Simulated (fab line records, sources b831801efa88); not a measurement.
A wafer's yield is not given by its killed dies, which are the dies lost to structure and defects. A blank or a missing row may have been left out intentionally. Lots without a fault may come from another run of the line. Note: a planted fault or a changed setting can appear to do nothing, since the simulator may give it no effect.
Which tool did it? + flow sfq_line + 45 wafers from 15 lots sampled at 4 of the route's 325 steps

== WHAT THE GAUGES SHOWED, per wafer ==
The record holds no reading of a measuring or inspecting step that can be judged against a usual standard deviation.

== TOOL THAT RAN EACH LOT (tool first, then ch and the chambers of the sampled wafers, then the start) ==
| lot  | SFQ_TRILAYER_M7_BARC_OPEN_METAL_ETCH_229 | SFQ_TRILAYER_M7_ETCH_METAL_ETCH_180 | SFQ_TRILAYER_I7_VIA_LITHO_EXPOSE_188 | SFQ_TRILAYER_I7_VIA_ETCH_VIA_ETCH_190 |
|------|------------------------------------------|-------------------------------------|--------------------------------------|---------------------------------------|
| L424 | rie_metal-02 ch 0,1, day 66 09:58        | rie_metal-02 ch 0,1, day 66 10:01   | krf_scanner-01 ch 0, day 72 00:46    | rie_diel-01 ch 0,2,3, day 72 02:09    |
| L426 | rie_metal-04 ch 0,1, day 66 20:47        | rie_metal-04 ch 0,1, day 66 20:52   | krf_scanner-01 ch 0, day 72 16:46    | rie_diel-01 ch 0,3, day 72 17:45      |
| L428 | rie_metal-04 ch 0,1, day 67 01:34        | rie_metal-04 ch 0,1, day 67 01:37   | krf_scanner-01 ch 0, day 73 04:10    | rie_diel-02 ch 1,2,3, day 73 05:45    |
| L432 | rie_metal-02 ch 0,1, day 69 10:22        | rie_metal-02 ch 0,1, day 69 10:25   | krf_scanner-01, day 74 22:10         | rie_diel-02 ch 0,1,3, day 74 23:45    |
| L433 | rie_metal-02 ch 0,1, day 69 12:46        | rie_metal-02 ch 0,1, day 69 12:49   | krf_scanner-01, day 75 00:34         | rie_diel-03 ch 1,2,3, day 75 02:09    |
| L434 | rie_metal-04 ch 0,1, day 69 20:04        | rie_metal-04 ch 0,1, day 69 20:07   | krf_scanner-01, day 75 06:34         | rie_diel-01 ch 0,1,3, day 75 08:09    |
| L437 | rie_metal-02 ch 0,1, day 70 04:28        | rie_metal-02 ch 0,1, day 70 04:31   | krf_scanner-02 ch 0, day 75 12:56    | rie_diel-02 ch 1,2,3, day 75 14:19    |
| L438 | rie_metal-02 ch 0,1, day 70 08:04        | rie_metal-02 ch 0,1, day 70 08:07   | krf_scanner-02 ch 0, day 75 17:32    | rie_diel-03 ch 0,1,2, day 75 19:07    |
| L439 | rie_metal-02 ch 0,1, day 70 10:29        | rie_metal-02 ch 0,1, day 70 10:34   | krf_scanner-02 ch 0, day 75 23:56    | rie_diel-03 ch 0,1, day 76 01:07      |
| L440 | rie_metal-04 ch 0,1, day 70 14:04        | rie_metal-04 ch 0,1, day 70 14:07   | krf_scanner-02 ch 0, day 76 01:56    | rie_diel-01 ch 1,2,3, day 76 03:31    |
| L441 | rie_metal-01 ch 0,1, day 70 21:16        | rie_metal-01 ch 0,1, day 70 21:19   | krf_scanner-02 ch 0, day 76 04:32    | rie_diel-03 ch 1,3, day 76 05:55      |
| L442 | rie_metal-04 ch 0,1, day 71 04:28        | rie_metal-04 ch 0,1, day 71 04:31   | krf_scanner-01 ch 0, day 76 14:16    | rie_diel-01 ch 0,3, day 76 15:39      |
| L443 | rie_metal-02 ch 0,1, day 71 08:04        | rie_metal-02 ch 0,1, day 71 08:07   | krf_scanner-01 ch 0, day 76 16:28    | rie_diel-02 ch 0,1,2, day 76 18:03    |
| L444 | rie_metal-02 ch 0,1, day 71 10:28        | rie_metal-02 ch 0,1, day 71 10:31   | krf_scanner-01 ch 0, day 76 17:52    | rie_diel-03 ch 0,1, day 76 19:15      |
| L445 | rie_metal-01 ch 0, day 71 14:04          | rie_metal-01 ch 0, day 71 14:07     | krf_scanner-01 ch 0, day 76 21:16    | rie_diel-02 ch 0,1,3, day 76 22:51    |
- SFQ_TRILAYER_M7_BARC_OPEN_METAL_ETCH_229: etches BARC in O2, target depth 125 nm, time 41.7 s.
- SFQ_TRILAYER_M7_ETCH_METAL_ETCH_180: etches Nb in Cl2/Ar, stops on SiO2, target depth 240 nm, time 120 s.
- SFQ_TRILAYER_I7_VIA_LITHO_EXPOSE_188: exposes mask I7, target cd 1000 nm.
- SFQ_TRILAYER_I7_VIA_ETCH_VIA_ETCH_190: etches SiO2 in CHF3, stops on Nb, target depth 260 nm.

== AS READ BY THE TOOLS THEMSELVES (means over the sampled wafers that have a number; for cases with no such wafer, the mark the record gives instead) ==
SFQ_TRILAYER_M7_BARC_OPEN_METAL_ETCH_229.
| lot  | tool         | bias_w (W) | chamber_pressure_mTorr (mTorr) | drypump_motor_current_A (A) | he_backside_leak_sccm (sccm) | oes_product_au (a.u.) |
|------|--------------|------------|--------------------------------|-----------------------------|------------------------------|-----------------------|
| L424 | rie_metal-02 | 79.96      | 10.003                         | 5.8                         | 3.49                         | 0.687                 |
| L426 | rie_metal-04 | 79.96      | 9.998                          | 5.0                         | 3.24                         | 0.684                 |
| L428 | rie_metal-04 | 80.08      | 10.000                         | 4.9                         | 3.49                         | 0.688                 |
| L432 | rie_metal-02 | -          | -                              | -                           | -                            | -                     |
| L433 | rie_metal-02 | -          | -                              | -                           | -                            | -                     |
| L434 | rie_metal-04 | -          | -                              | -                           | -                            | -                     |
| L437 | rie_metal-02 | 79.92      | 10.012                         | 5.9                         | 3.38                         | 0.682                 |
| L438 | rie_metal-02 | 80.19      | 10.000                         | 5.9                         | 3.54                         | 0.685                 |
| L439 | rie_metal-02 | 79.85      | 10.002                         | 5.8                         | 3.62                         | 0.683                 |
| L440 | rie_metal-04 | 80.10      | 9.993                          | 5.0                         | 3.29                         | 0.680                 |
| L441 | rie_metal-01 | 80.12      | 10.002                         | 5.1                         | 3.56                         | 0.687                 |
| L442 | rie_metal-04 | 79.84      | 10.006                         | 5.0                         | 3.29                         | 0.685                 |
| L443 | rie_metal-02 | 79.90      | 10.005                         | 5.8                         | 3.78                         | 0.684                 |
| L444 | rie_metal-02 | 79.70      | 9.998                          | 5.8                         | 3.42                         | 0.685                 |
| L445 | rie_metal-01 | 80.10      | 9.992                          | 5.1                         | 3.47                         | 0.685                 |

SFQ_TRILAYER_M7_ETCH_METAL_ETCH_180.
| lot  | tool         | bias_w (W) | chamber_pressure_mTorr (mTorr) | drypump_motor_current_A (A) | he_backside_leak_sccm (sccm) | oes_product_au (a.u.) |
|------|--------------|------------|--------------------------------|-----------------------------|------------------------------|-----------------------|
| L424 | rie_metal-02 | 80.20      | 9.994                          | 5.8                         | 3.6                          | 0.892                 |
| L426 | rie_metal-04 | 79.76      | 9.991                          | 5.0                         | 3.3                          | 0.895                 |
| L428 | rie_metal-04 | 80.33      | 10.001                         | 4.9                         | 3.3                          | 0.903                 |
| L432 | rie_metal-02 | 80.09      | 9.993                          | 5.9                         | 3.4                          | 0.375                 |
| L433 | rie_metal-02 | 79.77      | 9.998                          | 5.9                         | 3.4                          | 0.375                 |
| L434 | rie_metal-04 | 80.09      | 9.991                          | 4.9                         | 3.2                          | 0.373                 |
| L437 | rie_metal-02 | 80.14      | 9.997                          | 5.9                         | 3.5                          | 0.897                 |
| L438 | rie_metal-02 | 80.08      | 9.995                          | 5.9                         | 3.3                          | 0.892                 |
| L439 | rie_metal-02 | 79.97      | 10.003                         | 5.8                         | 4.7                          | 0.894                 |
| L440 | rie_metal-04 | 79.96      | 10.003                         | 5.0                         | 3.2                          | 0.890                 |
| L441 | rie_metal-01 | 80.01      | 9.999                          | 5.1                         | 3.5                          | 0.899                 |
| L442 | rie_metal-04 | 80.39      | 10.001                         | 5.0                         | 3.3                          | 0.883                 |
| L443 | rie_metal-02 | 80.37      | 10.001                         | 5.8                         | 3.6                          | 0.896                 |
| L444 | rie_metal-02 | 80.16      | 9.988                          | 5.8                         | 3.6                          | 0.893                 |
| L445 | rie_metal-01 | 80.03      | 10.004                         | 5.1                         | 3.2                          | 0.896                 |

SFQ_TRILAYER_I7_VIA_LITHO_EXPOSE_188.
| lot  | tool           | exposure_dose_mJ_cm2 | focus_offset_nm (nm) | stage_vel_mm_s (mm/s) |
|------|----------------|----------------------|----------------------|-----------------------|
| L424 | krf_scanner-01 | 21.298               | 0.0                  | 499.81                |
| L426 | krf_scanner-01 | 21.304               | -0.2                 | 500.02                |
| L428 | krf_scanner-01 | 21.296               | 0.2                  | 499.97                |
| L432 | krf_scanner-01 | -                    | -                    | -                     |
| L433 | krf_scanner-01 | -                    | -                    | -                     |
| L434 | krf_scanner-01 | -                    | -                    | -                     |
| L437 | krf_scanner-02 | 21.297               | -0.6                 | 500.26                |
| L438 | krf_scanner-02 | 21.285               | 0.4                  | 500.03                |
| L439 | krf_scanner-02 | 21.285               | 0.1                  | 499.74                |
| L440 | krf_scanner-02 | 21.285               | 0.3                  | 500.07                |
| L441 | krf_scanner-02 | 21.309               | 0.3                  | 499.81                |
| L442 | krf_scanner-01 | 21.293               | 0.7                  | 499.80                |
| L443 | krf_scanner-01 | 21.301               | -0.2                 | 500.11                |
| L444 | krf_scanner-01 | 21.326               | -0.7                 | 500.13                |
| L445 | krf_scanner-01 | 21.294               | 0.5                  | 499.92                |

SFQ_TRILAYER_I7_VIA_ETCH_VIA_ETCH_190.
| lot  | tool        | bias_w (W) | chamber_pressure_mTorr (mTorr) | drypump_motor_current_A (A) | oes_product_au (a.u.) |
|------|-------------|------------|--------------------------------|-----------------------------|-----------------------|
| L424 | rie_diel-01 | 80.10      | 29.99                          | 5.9                         | 0.853                 |
| L426 | rie_diel-01 | 79.98      | 30.02                          | 6.0                         | 0.850                 |
| L428 | rie_diel-02 | 79.88      | 30.01                          | 5.7                         | 0.855                 |
| L432 | rie_diel-02 | 79.92      | 30.01                          | 5.8                         | 0.380                 |
| L433 | rie_diel-03 | 79.89      | 30.01                          | 5.7                         | 0.371                 |
| L434 | rie_diel-01 | 80.14      | 30.00                          | 5.9                         | 0.377                 |
| L437 | rie_diel-02 | 80.12      | 30.02                          | 5.7                         | 0.858                 |
| L438 | rie_diel-03 | 80.00      | 30.01                          | 5.3                         | 0.856                 |
| L439 | rie_diel-03 | 79.91      | 29.99                          | 5.2                         | 0.853                 |
| L440 | rie_diel-01 | 80.45      | 29.97                          | 5.9                         | 0.849                 |
| L441 | rie_diel-03 | 79.80      | 29.99                          | 5.5                         | 0.860                 |
| L442 | rie_diel-01 | 80.24      | 29.98                          | 6.0                         | 0.856                 |
| L443 | rie_diel-02 | 80.01      | 29.97                          | 5.7                         | 0.851                 |
| L444 | rie_diel-03 | 80.13      | 29.99                          | 5.0                         | 0.858                 |
| L445 | rie_diel-02 | 80.19      | 30.01                          | 5.7                         | 0.858                 |

== THE ANSWER, worked out from the rows above alone ==
Rule: the usual values come from the lots themselves. The widest of any qualifying gaps counts: lots, ordered by their means at a reading, are off when they make up no more than a third of the lots, leave a main group of 4 or more, and stand apart from it by 3 or more times the standard deviation of that group's means. A main group is skipped when, at the precision printed for the reading in the tables above, its means are all equal. Also off: a lot with no number at a reading for which 4 or more lots have one. Where the step has rows for the other lots, those lots are counted as sound. After the gauges, taken in route order, come the tools' own readings; for these a lot's mean is taken, as printed above. At the first step where some lot is off, the reading lying furthest off is the one used; lots without a number count as furthest.
Off: L432, L433, L434, at SFQ_TRILAYER_M7_BARC_OPEN_METAL_ETCH_229 (bias_w). Without a number there: L432, L433, L434. For the main group the mean is 79.98 W and the standard deviation 0.14.
A tool fits if, at that step or a process step before it, it ran every lot that is off, and no sound lot after the first of them. Not one of the candidates tried fits.

== WHAT THE SIMULATOR PUT IN ==
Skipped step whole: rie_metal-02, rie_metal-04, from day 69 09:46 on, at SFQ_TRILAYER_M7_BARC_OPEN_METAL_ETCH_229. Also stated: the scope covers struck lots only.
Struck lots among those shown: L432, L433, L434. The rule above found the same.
